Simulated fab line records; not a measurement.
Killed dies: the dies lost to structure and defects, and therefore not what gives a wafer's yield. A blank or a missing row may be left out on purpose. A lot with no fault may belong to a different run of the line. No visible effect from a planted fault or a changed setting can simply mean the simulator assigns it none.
Problem report in the 8D (eight disciplines) form, filled by code + flow gf180mcu + the parts of the form that need people (team, actions taken, sign-off) are left out

1. PROBLEM STATEMENT
At GF_DUAL_GATE_OXIDATION_15, spike tc centre C averages 827.4 C over 6 wafers from 2 lots, while fault-free wafers read 852.9 C, standard deviation 0.98. Relative to the usual mean, that is a shift of -26 standard deviations.
The step: stabilise 600 s, purge 300 s, target thk 7.098 nm.
Earliest sighting: wafer L818.3 on furnace-01 at day 13 06:46. The record has a number at this step for 18 wafers belonging to 6 lots. By rule, "out" or "out of limits" means more than 4 standard deviations away from the usual mean. All remaining wafers that have a number are taken as sound.

2. WHAT THIS IS AND IS NOT
| question                    | is                                                             | is not                                                             |
|-----------------------------|----------------------------------------------------------------|--------------------------------------------------------------------|
| which readings at this step | spike tc centre C, zone power centre pct, zone power lower pct | spike tc top C                                                     |
| which lots                  | L818, L819                                                     | L807, L810, L811, L824                                             |
| which wafers of those lots  | all that have a number                                         | -                                                                  |
| read on which tools         | furnace-01                                                     | furnace-02                                                         |
| when                        | from day 13 06:46                                              | up to then (9 sound wafers); but 3 sound wafers of L824 came after |

3. THE SUSPECTS, EACH WITH WHAT RULES IT OUT
Counting: a tool stays on the suspect list if, at a process step up to the reading, it processed all lots that are out and no sound lot following the first of them.
- furnace-01 at GF_DUAL_GATE_OXIDATION_15 (stabilise 600 s, purge 300 s, target thk 7.098 nm): kept. All lots that are out passed through it, beginning with L818 at day 13 06:46, and no sound lot followed; its final sound lot before that point was L810 at day 10 20:35. Its own spike tc centre C, zone power centre pct, zone power lower pct readings are out on those wafers.
Remaining after the count: furnace-01 at GF_DUAL_GATE_OXIDATION_15.

4. THE CAUSE (what the simulator had put in)
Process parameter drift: furnace-01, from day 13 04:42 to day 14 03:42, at GF_DUAL_GATE_OXIDATION_15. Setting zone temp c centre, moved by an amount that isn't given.
Counting left only this tool.

5. THE EFFECT CHAIN, in route order
One row per reading whose mean, taken over the struck wafers that have a number, lies over 3 standard deviations from the usual. Scope: only readings with a usual standard deviation given in the record; hours: median across lots of the time from each lot's start at the first step in this table that gives one to its start at this step; sigmas: change in usual standard deviations.
| hours | step                      | reading               | usual   | on struck wafers | change | sigmas |
|-------|---------------------------|-----------------------|---------|------------------|--------|--------|
| 0     | GF_DUAL_GATE_OXIDATION_15 | spike tc centre C     | 852.9 C | 827.4            | -25.5  | -26    |
| 0     | GF_DUAL_GATE_OXIDATION_15 | zone power centre pct | 17.5 %  | 9.2              | -8.3   | -9.9   |
| 0     | GF_DUAL_GATE_OXIDATION_15 | zone power lower pct  | 15.8 %  | 19.6             | +3.8   | +8.0   |
| 0     | GF_DUAL_GATE_OXIDATION_15 | zone power upper pct  | 15.0 %  | 20.7             | +5.7   | +3.6   |
It contains these process steps:
- GF_DUAL_GATE_OXIDATION_15: stabilise 600 s, purge 300 s, target thk 7.098 nm.

6. HOW IT WOULD HAVE BEEN CAUGHT EARLIER
First out-of-limits reading in this record: day 13 06:46, which is 2 hours after fault onset at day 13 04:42.
